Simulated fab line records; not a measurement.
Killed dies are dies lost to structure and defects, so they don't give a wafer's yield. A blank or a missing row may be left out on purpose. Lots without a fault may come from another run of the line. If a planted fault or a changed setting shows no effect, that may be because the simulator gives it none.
The tool behind it: which one? + flow sky130 + 72 wafers from 24 lots sampled at 5 of the route's 708 steps

## WHAT THE GAUGES SHOWED, per wafer
SKY_CONTACT_OVL_MEAS_15. Usual: for CONTACT_OVL the level is -1 nm and the standard deviation is 5.1.
| lot  | measured     | on         | CONTACT_OVL (nm) | flag |
|------|--------------|------------|------------------|------|
| L074 | day 32 08:28 | overlay-02 | 0 -3 -6          |      |
| L076 | day 32 16:53 | overlay-01 | -3 -8 -5         |      |
| L075 | day 32 22:34 | overlay-01 | -3 -3 -6         |      |
| L077 | day 33 03:32 | overlay-01 | -7 -7 -4         |      |
| L078 | day 33 11:34 | overlay-02 | 2 -2 -1          |      |
| L079 | day 33 13:53 | overlay-02 | -7 -4 -6         |      |
| L080 | day 33 20:17 | overlay-01 | 14 9 11          |      |
| L081 | day 34 11:04 | overlay-01 | -9 -6 -8         |      |
| L083 | day 34 18:49 | overlay-02 | 9 0 6            |      |
| L082 | day 34 20:20 | overlay-02 | -3 -5 -10        |      |
| L084 | day 35 02:54 | overlay-02 | -3 1 -1          |      |
| L085 | day 35 06:19 | overlay-02 | 4 2 2            |      |
| L086 | day 35 23:37 | overlay-02 | -6 -3 -5         |      |
| L087 | day 36 10:17 | overlay-02 | -6 -8 -11        |      |
| L088 | day 36 17:13 | overlay-02 | -3 -10 2         |      |
| L089 | day 36 21:35 | overlay-01 | -7 -1 2          |      |
| L090 | day 36 22:06 | overlay-01 | -2 -5 -7         |      |
| L091 | day 37 09:38 | overlay-01 | -2 -5 5          |      |
| L092 | day 37 19:47 | overlay-01 | -4 -9 -6         |      |
| L093 | day 38 06:14 | overlay-02 | -7 -4 1          |      |
| L094 | day 38 10:47 | overlay-01 | -2 -9 -2         |      |
| L095 | day 38 14:58 | overlay-01 | 5 4 9            |      |
| L096 | day 38 19:39 | overlay-01 | 4 6 6            |      |
| L097 | day 38 20:14 | overlay-01 | -3 -2 -3         |      |

SKY_METAL1_RS_MEAS_05: uses a four-point probe to measure. Usual: for METAL1_ALCU_RS the level is 0.1265 ohm/sq and the standard deviation is 0.0017.
| lot  | measured     | on           | METAL1_ALCU_RS (ohm/sq) | flag |
|------|--------------|--------------|-------------------------|------|
| L074 | day 32 10:02 | filmMetro-03 | 0.1267 0.1271 0.1253    |      |
| L076 | day 32 18:26 | filmMetro-04 | 0.1279 0.1278 0.1272    |      |
| L075 | day 33 00:14 | filmMetro-02 | 0.1257 0.1260 0.1259    |      |
| L077 | day 33 05:07 | filmMetro-02 | 0.1247 0.1246 0.1256    |      |
| L078 | day 33 13:09 | filmMetro-02 | 0.1254 0.1279 0.1275    |      |
| L079 | day 33 15:29 | filmMetro-04 | 0.1241 0.1257 0.1239    |      |
| L080 | day 33 21:51 | filmMetro-03 | 0.1290 0.1270 0.1302    |      |
| L081 | day 34 12:41 | filmMetro-03 | 0.1279 0.1265 0.1253    |      |
| L083 | day 34 20:31 | filmMetro-04 | 0.1258 0.1234 0.1272    |      |
| L082 | day 34 21:59 | filmMetro-02 | 0.1244 0.1266 0.1234    |      |
| L084 | day 35 04:29 | filmMetro-02 | 0.1261 0.1279 0.1269    |      |
| L085 | day 35 07:55 | filmMetro-03 | 0.1235 0.1252 0.1247    |      |
| L086 | day 36 01:14 | filmMetro-02 | 0.1269 0.1273 0.1257    |      |
| L087 | day 36 11:55 | filmMetro-03 | 0.1266 0.1262 0.1276    |      |
| L088 | day 36 18:48 | filmMetro-04 | 0.1247 0.1268 0.1250    |      |
| L089 | day 36 23:11 | filmMetro-02 | 0.1295 0.1295 0.1306    |      |
| L090 | day 36 23:40 | filmMetro-04 | 0.1269 0.1281 0.1273    |      |
| L091 | day 37 11:13 | filmMetro-02 | 0.1259 0.1254 0.1229    |      |
| L092 | day 37 21:22 | filmMetro-04 | 0.1258 0.1262 0.1257    |      |
| L093 | day 38 07:50 | filmMetro-03 | 0.1276 0.1273 0.1270    |      |
| L094 | day 38 12:26 | filmMetro-02 | 0.1280 0.1264 0.1265    |      |
| L095 | day 38 16:31 | filmMetro-03 | 0.1274 0.1283 0.1254    |      |
| L096 | day 38 21:12 | filmMetro-03 | 0.1267 0.1257 0.1258    |      |
| L097 | day 38 21:47 | filmMetro-04 | 0.1267 0.1267 0.1289    |      |

SKY_VIA2_RS_MEAS_22: uses a four-point probe to measure. Usual: for VIA2_W_RS the level is 0.270 ohm/sq and the standard deviation is 0.0033.
| lot  | measured     | on           | VIA2_W_RS (ohm/sq) | flag |
|------|--------------|--------------|--------------------|------|
| L074 | day 37 02:10 | filmMetro-02 | 0.266 0.265 0.266  |      |
| L076 | day 37 10:26 | filmMetro-01 | 0.272 0.274 0.273  |      |
| L075 | day 37 14:52 | filmMetro-02 | 0.266 0.270 0.269  |      |
| L077 | day 37 18:53 | filmMetro-01 | 0.263 0.267 0.267  |      |
| L078 | day 38 03:42 | filmMetro-02 | 0.271 0.270 0.270  |      |
| L079 | day 38 07:02 | filmMetro-04 | 0.266 0.265 0.264  |      |
| L080 | day 38 11:04 | filmMetro-04 | 0.277 0.275 0.279  |      |
| L081 | day 39 01:50 | filmMetro-01 | 0.269 0.267 0.268  |      |
| L083 | day 39 09:05 | filmMetro-02 | 0.268 0.272 0.271  |      |
| L082 | day 39 11:17 | filmMetro-01 | 0.269 0.269 0.270  |      |
| L084 | day 39 18:35 | filmMetro-01 | 0.270 0.270 0.272  |      |
| L085 | day 39 20:19 | filmMetro-04 | 0.269 0.268 0.268  |      |
| L086 | day 40 13:22 | filmMetro-04 | 0.270 0.270 0.276  |      |
| L087 | day 40 22:57 | filmMetro-04 | 0.272 0.272 0.275  |      |
| L088 | day 41 05:40 | filmMetro-04 | 0.271 0.273 0.272  |      |
| L089 | day 41 09:06 | filmMetro-04 | 0.271 0.269 0.270  |      |
| L090 | day 41 10:35 | filmMetro-01 | 0.267 0.270 0.267  |      |
| L091 | day 41 20:49 | filmMetro-01 | 0.272 0.266 0.270  |      |
| L092 | day 42 05:55 | filmMetro-04 | 0.273 0.271 0.271  |      |
| L093 | day 42 15:10 | filmMetro-04 | 0.270 0.269 0.267  |      |
| L094 | day 42 20:01 | filmMetro-02 | 0.263 0.268 0.266  |      |
| L095 | day 42 23:36 | filmMetro-01 | 0.268 0.269 0.267  |      |
| L096 | day 43 03:26 | filmMetro-01 | 0.268 0.265 0.269  |      |
| L097 | day 43 05:29 | filmMetro-04 | 0.271 0.272 0.272  |      |

## TOOL THAT RAN EACH LOT (tool first, then ch and the chambers of the sampled wafers, then the start)
| lot  | SKY_LI_CONTACT_ETCH_14            | SKY_LI_CONTACT_CVD_21        |
|------|-----------------------------------|------------------------------|
| L074 | rieDiel-03 ch 1,3, day 29 23:34   | cvdW-01 ch 0,1, day 30 00:08 |
| L076 | rieDiel-04 ch 1,2,3, day 30 07:36 | cvdW-02 ch 0,1, day 30 08:10 |
| L075 | rieDiel-03 ch 1,3, day 30 12:11   | cvdW-01 ch 0,1, day 30 12:55 |
| L077 | rieDiel-04 ch 1,2,3, day 30 18:04 | cvdW-01 ch 0,1, day 30 18:40 |
| L078 | rieDiel-01 ch 0,1,2, day 31 01:08 | cvdW-01 ch 0,1, day 31 01:44 |
| L079 | rieDiel-01 ch 2,3, day 31 04:34   | cvdW-01 ch 0,1, day 31 05:08 |
| L080 | rieDiel-04 ch 0,1,3, day 31 11:06 | cvdW-01 ch 0,1, day 31 11:40 |
| L081 | rieDiel-03 ch 1,2, day 32 00:19   | cvdW-02 ch 0,1, day 32 00:53 |
| L083 | rieDiel-04 ch 0,1,2, day 32 10:56 | cvdW-02 ch 0,1, day 32 11:30 |
| L082 | rieDiel-03 ch 2,3, day 32 11:17   | cvdW-01 ch 0,1, day 32 11:51 |
| L084 | rieDiel-04 ch 0,1,3, day 32 18:09 | cvdW-01 ch 0,1, day 32 18:45 |
| L085 | rieDiel-01 ch 1,2,3, day 32 22:17 | cvdW-01 ch 0,1, day 32 22:52 |
| L086 | rieDiel-03 ch 0,2,3, day 33 15:21 | cvdW-02 ch 0,1, day 33 15:58 |
| L087 | rieDiel-01 ch 0,1,3, day 34 03:45 | cvdW-01 ch 0,1, day 34 04:19 |
| L088 | rieDiel-04 ch 0,1, day 34 09:51   | cvdW-01 ch 0,1, day 34 10:25 |
| L089 | rieDiel-03 ch 0,3, day 34 14:01   | cvdW-02 ch 0,1, day 34 14:37 |
| L090 | rieDiel-04 ch 0,3, day 34 15:14   | cvdW-02 ch 0,1, day 34 15:48 |
| L091 | rieDiel-01 ch 0,1,3, day 35 01:45 | cvdW-01 ch 0,1, day 35 02:22 |
| L092 | rieDiel-04 ch 1,2, day 35 12:27   | cvdW-02 ch 0, day 35 13:01   |
| L093 | rieDiel-03 ch 0,1,3, day 35 22:50 | cvdW-01 ch 0,1, day 35 23:24 |
| L094 | rieDiel-01 ch 1,2,3, day 36 04:18 | cvdW-01 ch 0,1, day 36 04:52 |
| L095 | rieDiel-03 ch 0,2,3, day 36 08:32 | cvdW-01 ch 0,1, day 36 09:08 |
| L096 | rieDiel-01 ch 2,3, day 36 13:59   | cvdW-01 ch 0,1, day 36 14:34 |
| L097 | rieDiel-03 ch 0,1,3, day 36 14:34 | cvdW-02 ch 0,1, day 36 15:08 |
- SKY_LI_CONTACT_ETCH_14: etches BARC in N2/H2, stops on SiO2, time 44.54 s, target depth 60 nm.
- SKY_LI_CONTACT_CVD_21: deposits W, target thk 400 nm, time 120.56 s.

## AS READ BY THE TOOLS THEMSELVES (means over the sampled wafers that have a number; for cases with no such wafer, the mark the record gives instead)
SKY_LI_CONTACT_ETCH_14. Usual: biasW 100.0 W, standard deviation 0.32; drypumpMotorCurrentA 5.7 A, standard deviation 0.51; oesProductAu 0.869 a.u., standard deviation 0.0053; throttleValvePct 13.226 %, standard deviation 0.0096.
| lot  | tool       | biasW (W) | drypumpMotorCurrentA (A) | oesProductAu (a.u.) | throttleValvePct (%) | flag |
|------|------------|-----------|--------------------------|---------------------|----------------------|------|
| L074 | rieDiel-03 | 100.1     | 6.1                      | 0.873               | 13.224               |      |
| L076 | rieDiel-04 | 100.3     | 6.1                      | 0.873               | 13.221               |      |
| L075 | rieDiel-03 | 99.7      | 6.0                      | 0.867               | 13.236               |      |
| L077 | rieDiel-04 | 99.9      | 6.1                      | 0.862               | 13.230               |      |
| L078 | rieDiel-01 | 100.0     | 5.6                      | 0.866               | 13.228               |      |
| L079 | rieDiel-01 | 99.7      | 5.3                      | 0.866               | 13.228               |      |
| L080 | rieDiel-04 | 100.3     | 5.9                      | 0.871               | 13.221               |      |
| L081 | rieDiel-03 | 99.8      | 5.5                      | 0.869               | 13.232               |      |
| L083 | rieDiel-04 | 100.1     | 6.1                      | 0.878               | 13.222               |      |
| L082 | rieDiel-03 | 99.9      | 5.8                      | 0.866               | 13.224               |      |
| L084 | rieDiel-04 | 99.9      | 5.9                      | 0.866               | 13.215               |      |
| L085 | rieDiel-01 | 99.7      | 5.2                      | 0.872               | 13.219               |      |
| L086 | rieDiel-03 | 100.0     | 5.4                      | 0.876               | 13.225               |      |
| L087 | rieDiel-01 | 100.3     | 5.4                      | 0.867               | 13.228               |      |
| L088 | rieDiel-04 | 99.9      | 5.8                      | 0.871               | 13.224               |      |
| L089 | rieDiel-03 | 99.8      | 5.3                      | 0.873               | 13.225               |      |
| L090 | rieDiel-04 | 99.8      | 5.9                      | 0.866               | 13.220               |      |
| L091 | rieDiel-01 | 100.0     | 5.4                      | 0.867               | 13.230               |      |
| L092 | rieDiel-04 | 100.1     | 6.3                      | 0.873               | 13.227               |      |
| L093 | rieDiel-03 | 100.2     | 5.7                      | 0.868               | 13.231               |      |
| L094 | rieDiel-01 | 99.7      | 5.2                      | 0.868               | 13.226               |      |
| L095 | rieDiel-03 | 100.1     | 5.4                      | 0.868               | 13.223               |      |
| L096 | rieDiel-01 | 99.8      | 5.1                      | 0.872               | 13.218               |      |
| L097 | rieDiel-03 | 100.2     | 5.7                      | 0.867               | 13.225               |      |

SKY_LI_CONTACT_CVD_21. Usual: chamberPressureTorr 40.01 Torr, standard deviation 0.09; heaterPowerW 885 W, standard deviation 62.
| lot  | tool    | chamberPressureTorr (Torr) | heaterPowerW (W) | flag |
|------|---------|----------------------------|------------------|------|
| L074 | cvdW-01 | 40.00                      | 892              |      |
| L076 | cvdW-02 | 39.99                      | 800              |      |
| L075 | cvdW-01 | 39.97                      | 912              |      |
| L077 | cvdW-01 | 39.95                      | 899              |      |
| L078 | cvdW-01 | 40.05                      | 903              |      |
| L079 | cvdW-01 | 39.97                      | 896              |      |
| L080 | cvdW-01 | 39.91                      | 910              |      |
| L081 | cvdW-02 | 40.01                      | 861              |      |
| L083 | cvdW-02 | 40.05                      | 866              |      |
| L082 | cvdW-01 | 40.05                      | 886              |      |
| L084 | cvdW-01 | 40.08                      | 917              |      |
| L085 | cvdW-01 | 39.96                      | 910              |      |
| L086 | cvdW-02 | 40.00                      | 870              |      |
| L087 | cvdW-01 | 39.98                      | 927              |      |
| L088 | cvdW-01 | 40.03                      | 930              |      |
| L089 | cvdW-02 | 39.96                      | 873              |      |
| L090 | cvdW-02 | 40.00                      | 869              |      |
| L091 | cvdW-01 | 40.11                      | 905              |      |
| L092 | cvdW-02 | 40.08                      | 932              |      |
| L093 | cvdW-01 | 39.92                      | 912              |      |
| L094 | cvdW-01 | 39.97                      | 912              |      |
| L095 | cvdW-01 | 40.05                      | 924              |      |
| L096 | cvdW-01 | 40.00                      | 913              |      |
| L097 | cvdW-02 | 40.16                      | 811              |      |

## THE ANSWER, worked out from the rows above alone
Rule: a lot is off if the mean of its wafers that have a number lies more than 3 standard deviations from the usual mean. A lot without any number at a reading at which 4 lots or more have one is off too. All remaining lots with rows at the step are treated as sound. The gauges are gone through in route order, then the tools' own readings, and for those a lot's mean is taken as printed above. The first step at which some lot is off is used, and at that step the reading that is off furthest; a lot without a number counts as furthest.
None of the lots is off at any reading shown; this tells nothing.

## WHAT HAD BEEN PUT IN BY THE SIMULATOR
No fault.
